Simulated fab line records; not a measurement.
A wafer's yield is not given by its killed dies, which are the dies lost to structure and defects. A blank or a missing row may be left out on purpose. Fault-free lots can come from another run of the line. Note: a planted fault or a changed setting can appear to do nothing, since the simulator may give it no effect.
fab line records	flow sky130
[record] lots = 13	wafers = 39	last-day = 50
route steps=708 shown LDD_N@249 METAL3@533 CAPM@550 VIA3@576
lots that met no fault: taken from a fault-free run of the same line
start-h: start of the lot's first displayed wafer, in hours after the record's first day	wait-h: hours from the lot's prior step to this one	" as in the row above	L1.1+2: one row covering several wafers at once	- value missing, or start not given	* or withheld: withheld	< > ~ a bound
route shown NAME@n: names a module that has steps shown in the file, with the first one's number in the route	usual: mean/standard deviation of fault-free wafers	same: alike in all rows	chamber/n: place in a boat	sites: readings site by site	_std_site: how widely they spread, as a standard deviation	_edge_site: inner sites' mean taken away from outer sites' mean	radius-mm: for every site, how far away it sits from the centre of the wafer	mask NAME#n: copy n	behind: the most recent tool/chamber to have shaped the wafer	hold: cause of the lot's hold/its duration in hours/its outcome	device: whichever transistor did not switch (one of n, p or np)	end of line: at the end of the route, the tests of the same wafers	a step given without rows: its recipe and nothing more	killed: dies lost to structure and defects at the first sort, not the wafer's yield	map: dies across one wafer; x = killed, . = not, _ = none there
set.NAME: the setting that was run; set.NAME@STEP: the one run at that earlier step	model.NAME: the simulator's own value behind a step, which no gauge read
route steps across a sampled set of lots; one table per step, one row per wafer
services: from which hour (start-h, from the record's first day; less than 0 if before it) a tool's chamber was out of use, for how many hours, and why
[[steps]]
[step SKY_LDD_N_IMPLANT_12]
[recipe] species = BF2	energy-kev = 50	dose-cm2 = 5e+12	tilt-deg = 30	rotation-deg = 0
[usual] beam-on-s = 10.03/0.2	dose-ions-cm2 = 4.999e+12/4.6e+09	rotation-deg = 0.001/0.02
lot.wafer	tool	chamber	start-h	wait-h	beam-on-s	dose-ions-cm2	rotation-deg
L993.1	implanter-03	0	404.23	0.1	10.04	4.998e+12	-0.042
L993.3	"	0	"	"	10.17	5.002e+12	-0.015
L993.5	"	0	"	"	9.69	4.999e+12	-0.014
L994.1	implanter-04	0	413.19	0.1	10.06	4.996e+12	0.000
L994.4	"	0	"	"	10.05	4.994e+12	-0.030
L994.6	"	0	"	"	9.87	4.992e+12	0.008
L102.2	implanter-03	0	486.66	0.1	10.02	5.007e+12	63.360
L102.4	"	0	"	"	10.33	5.005e+12	63.351
L102.6	"	0	"	"	9.80	5.002e+12	63.385
L104.1	implanter-03	0	502.63	0.1	9.62	5.001e+12	63.390
L104.3	"	0	"	"	9.76	4.998e+12	63.414
L104.5	"	0	"	"	10.30	4.997e+12	63.382
L105.2	implanter-02	0	511.15	0.1	10.07	5.012e+12	-0.014
L105.4	"	0	"	"	10.19	5.001e+12	-0.004
L105.5	"	0	"	"	10.09	5.012e+12	0.001
L106.4	implanter-04	0	524.30	0.1	9.94	4.991e+12	0.022
L106.5	"	0	"	"	9.76	4.993e+12	0.004
L106.6	"	0	"	"	9.80	4.995e+12	-0.009
L107.1	implanter-02	0	531.88	0.1	9.77	4.995e+12	-0.004
L107.3	"	0	"	"	10.12	5.001e+12	0.042
L107.6	"	0	"	"	9.85	4.993e+12	0.018
L110.1	implanter-03	0	556.18	0.1	10.29	4.994e+12	-0.036
L110.4	"	0	"	"	9.84	4.995e+12	-0.005
L110.5	"	0	"	"	10.09	4.989e+12	-0.009
L111.3	implanter-04	0	560.46	0.1	9.88	5e+12	-0.004
L111.4	"	0	"	"	9.94	5.001e+12	0.028
L111.5	"	0	"	"	10.04	4.999e+12	0.024
L112.3	implanter-03	0	570.84	0.1	9.96	4.996e+12	0.001
L112.4	"	0	"	"	9.77	4.994e+12	0.026
L112.6	"	0	"	"	10.07	4.995e+12	0.023
L113.1	implanter-03	0	577.29	0.1	9.85	4.997e+12	-0.008
L113.3	"	0	"	"	10.04	4.998e+12	-0.011
L113.5	"	0	"	"	10.07	4.997e+12	-0.010
L114.1	implanter-03	0	593.49	0.1	10.22	5e+12	0.008
L114.4	"	0	"	"	10.01	5.004e+12	0.000
L114.6	"	0	"	"	9.98	4.998e+12	-0.010
L116.3	implanter-03	0	617.83	0.1	9.95	5.001e+12	-0.028
L116.4	"	0	"	"	9.83	4.989e+12	-0.005
L116.5	"	0	"	"	10.31	4.997e+12	-0.024
[step SKY_METAL3_SPUTTER_01]
[recipe] material = TiN	target-thk-nm = 20	power-w = 6500	time-s = 16.7	chamber-pressure-pa = 0.4
[usual] throttle-valve-pct = 30.0/1.4
lot.wafer	tool	chamber	start-h	wait-h	throttle-valve-pct
L993.1	pvd-sputter-03	-	853.79	0.0	31.1
L993.3	"	-	"	"	31.3
L993.5	"	-	"	"	28.3
L994.1	pvd-sputter-02	-	859.84	0.0	30.5
L994.4	"	-	"	"	30.7
L994.6	"	-	"	"	30.8
L102.2	pvd-sputter-02	-	921.74	0.0	30.3
L102.4	"	-	"	"	31.5
L102.6	"	-	"	"	30.6
L104.1	pvd-sputter-02	-	933.20	0.0	31.2
L104.3	"	-	"	"	31.0
L104.5	"	-	"	"	30.5
L105.2	pvd-sputter-01	-	941.92	0.0	29.3
L105.4	"	-	"	"	29.3
L105.5	"	-	"	"	29.9
L106.4	pvd-sputter-02	-	949.84	0.0	30.2
L106.5	"	-	"	"	30.2
L106.6	"	-	"	"	31.3
L107.1	pvd-sputter-03	-	954.67	0.0	31.1
L107.3	"	-	"	"	30.9
L107.6	"	-	"	"	31.7
L110.1	pvd-sputter-02	-	978.00	0.0	30.8
L110.4	"	-	"	"	30.2
L110.5	"	-	"	"	31.6
L111.3	pvd-sputter-02	-	980.80	0.0	31.0
L111.4	"	-	"	"	30.9
L111.5	"	-	"	"	31.0
L112.3	pvd-sputter-02	-	990.64	0.0	30.4
L112.4	"	-	"	"	30.2
L112.6	"	-	"	"	30.4
L113.1	pvd-sputter-01	-	994.79	0.0	29.3
L113.3	"	-	"	"	26.6
L113.5	"	-	"	"	30.3
L114.1	pvd-sputter-01	-	1006.87	0.0	29.0
L114.4	"	-	"	"	26.5
L114.6	"	-	"	"	30.0
L116.3	pvd-sputter-01	-	1025.31	0.0	26.3
L116.4	"	-	"	"	30.2
L116.5	"	-	"	"	29.3
[step SKY_CAPM_METAL_ETCH_13]
[recipe] target-depth-nm = 220	stop-on = SiO2	chemistry = Cl2/BCl3	target = TiN	pressure-mtorr = 10	icp-w = 900	bias-w = 48.5	Cl2_flow_sccm = 60	bcl3-flow-sccm = 30	time-s = 62.9
[usual] drypump-motor-current-A = 5.9/0.4	he-backside-leak-sccm = 3.28/0.22	oes-product-au = 0.942/0.0092	throttle-valve-pct = 21.901/0.0086
lot.wafer	tool	chamber	start-h	wait-h	drypump-motor-current-A	he-backside-leak-sccm	oes-product-au	rf-hours-counter-h	throttle-valve-pct
L993.1	rie-metal-01	1	878.88	0.0	5.6	3.08	0.954	18	21.899
L993.3	"	1	"	"	5.6	3.15	0.939	-	21.901
L993.5	"	1	"	"	5.6	3.23	0.944	-	21.900
L994.1	rie-metal-04	1	885.77	0.0	5.6	3.21	0.936	5	21.901
L994.4	"	0	"	"	6.7	3.39	0.933	-	21.901
L994.6	"	1	"	"	5.6	3.60	0.940	-	21.887
L102.2	rie-metal-02	0	946.58	0.0	5.8	3.17	0.954	3	21.904
L102.4	"	0	"	"	5.8	3.29	0.947	-	21.908
L102.6	"	1	"	"	5.5	3.26	0.947	-	21.910
L104.1	rie-metal-01	0	958.82	0.0	6.0	2.95	0.941	10	21.916
L104.3	"	1	"	"	5.6	2.96	0.950	-	21.891
L104.5	"	1	"	"	5.6	3.05	0.940	-	21.899
L105.2	rie-metal-02	1	966.04	0.0	5.4	3.56	0.931	17	21.910
L105.4	"	0	"	"	5.9	3.30	0.933	-	21.904
L105.5	"	0	"	"	5.8	3.37	0.936	-	21.906
L106.4	rie-metal-04	1	974.70	0.0	5.6	3.53	0.933	-	21.891
L106.5	"	1	"	"	5.6	3.33	0.940	-	21.903
L106.6	"	0	"	"	6.7	3.32	0.939	-	21.906
L107.1	rie-metal-02	1	978.94	0.0	5.5	3.23	0.942	18	21.898
L107.3	"	1	"	"	5.5	3.37	0.940	-	21.900
L107.6	"	1	"	"	5.5	3.27	0.945	-	21.907
L110.1	rie-metal-04	1	1001.69	0.0	5.6	3.52	0.945	11	21.897
L110.4	"	0	"	"	6.8	3.43	0.953	-	21.884
L110.5	"	0	"	"	6.8	3.32	0.933	-	21.905
L111.3	rie-metal-02	0	1004.01	0.0	5.8	3.21	0.959	-	21.892
L111.4	"	1	"	"	5.5	3.56	0.947	-	21.889
L111.5	"	0	"	"	5.8	3.21	0.943	-	21.909
L112.3	rie-metal-02	0	1014.34	0.0	5.9	3.35	0.924	-	21.917
L112.4	"	1	"	"	5.5	3.20	0.944	-	21.892
L112.6	"	1	"	"	5.5	3.01	0.944	-	21.907
L113.1	rie-metal-02	1	1018.54	0.0	5.4	3.55	0.944	20	21.895
L113.3	"	0	"	"	5.8	3.33	0.952	-	21.900
L113.5	"	1	"	"	5.5	3.43	0.954	-	21.898
L114.1	rie-metal-01	1	1030.13	0.0	5.6	3.01	0.948	6	21.882
L114.4	"	0	"	"	6.1	3.18	0.942	-	21.890
L114.6	"	0	"	"	6.1	3.16	0.941	-	21.899
L116.3	rie-metal-02	1	1047.50	0.0	5.4	3.25	0.938	-	21.906
L116.4	"	0	"	"	5.9	3.27	0.945	-	21.897
L116.5	"	0	"	"	5.9	3.26	0.933	-	21.904
[step SKY_VIA3_BOW_MEAS_03]
[recipe] mode = bow
[usual] VIA3_BOW = 78/7.1
lot.wafer	tool	chamber	start-h	wait-h	VIA3_BOW[um]
L993.1	film-metro-01	-	906.41	0.2	82
L993.3	"	-	"	"	70
L993.5	"	-	"	"	80
L994.1	film-metro-01	-	912.85	0.1	78
L994.4	"	-	"	"	87
L994.6	"	-	"	"	84
L102.2	film-metro-01	-	973.10	0.1	86
L102.4	"	-	"	"	86
L102.6	"	-	"	"	77
L104.1	film-metro-02	-	985.35	0.2	71
L104.3	"	-	"	"	71
L104.5	"	-	"	"	79
L105.2	film-metro-01	-	992.98	0.2	90
L105.4	"	-	"	"	82
L105.5	"	-	"	"	78
L106.4	film-metro-03	-	1000.91	0.3	70
L106.5	"	-	"	"	67
L106.6	"	-	"	"	76
L107.1	film-metro-01	-	1004.59	0.2	78
L107.3	"	-	"	"	86
L107.6	"	-	"	"	78
L110.1	film-metro-01	-	1027.55	0.2	66
L110.4	"	-	"	"	81
L110.5	"	-	"	"	72
L111.3	film-metro-01	-	1029.35	0.2	80
L111.4	"	-	"	"	77
L111.5	"	-	"	"	56
L112.3	film-metro-03	-	1039.46	0.1	86
L112.4	"	-	"	"	87
L112.6	"	-	"	"	78
L113.1	film-metro-02	-	1043.83	0.1	69
L113.3	"	-	"	"	77
L113.5	"	-	"	"	76
L114.1	film-metro-01	-	1055.32	0.1	78
L114.4	"	-	"	"	73
L114.6	"	-	"	"	68
L116.3	film-metro-01	-	1071.50	0.2	82
L116.4	"	-	"	"	61
L116.5	"	-	"	"	69
[[services]]
tool	chamber	start-h	hours	kind
pvd-sputter-01	-	384.98	1.9	repair
pvd-sputter-01	-	389.22	5.4	repair
rie-metal-04	-	404.91	0.2	repair
implanter-03	-	414.65	2.5	repair
rie-metal-02	-	435.82	6.8	repair
rie-metal-02	-	438.05	0.8	repair
pvd-sputter-01	-	446.64	5.1	repair
implanter-03	-	459.59	5.9	repair
rie-metal-02	-	503.97	2.7	repair
pvd-sputter-02	-	572.12	4.3	repair
pvd-sputter-02	-	581.47	21.8	repair
pvd-sputter-01	-	651.27	3.5	repair
pvd-sputter-02	-	651.73	5.1	repair
pvd-sputter-02	-	652.96	1.5	repair
rie-metal-02	0	658.36	8.4	repair
rie-metal-02	-	708.96	0.3	repair
implanter-03	-	778.36	4.9	pm
implanter-03	-	866.24	1.0	repair
pvd-sputter-01	-	866.96	4.5	repair
pvd-sputter-02	-	883.16	9.8	repair
pvd-sputter-01	-	928.76	1.2	repair
pvd-sputter-02	-	954.52	2.0	repair
pvd-sputter-02	-	1023.14	0.6	repair
pvd-sputter-02	-	1036.52	3.9	repair
[[key]]
[first-sign] step = SKY_LDD_N_IMPLANT_12	reading = rotation-deg	direction = up	sigmas = 99+	usual = 0.001	struck = 63.380
effect none on later readings
met-at SKY_LDD_N_IMPLANT_12
struck-lots L102,L104
tester-left-out L102,L104
not-acting-at SKY_METAL3_SPUTTER_01,SKY_CAPM_METAL_ETCH_13,SKY_VIA3_BOW_MEAS_03
onset-between 404.23 486.66
[fault] kind = process-parameter-drift	tool = implanter-03	chamber = -	onset-h = 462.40	steps = SKY_LDD_N_IMPLANT_12	channel = rotation-deg	offset = 63.367	shape = step	end-h = 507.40	acts-in = these-recipes-only	stated = 0
// tester-left-out: of these lots the tester's yield and bins aren't shown, on N5 and GAA mostly nor the transistor test; their killed dies are dies lost to structure and defects alone, not to doping, threshold or leakage, so they don't give the yield
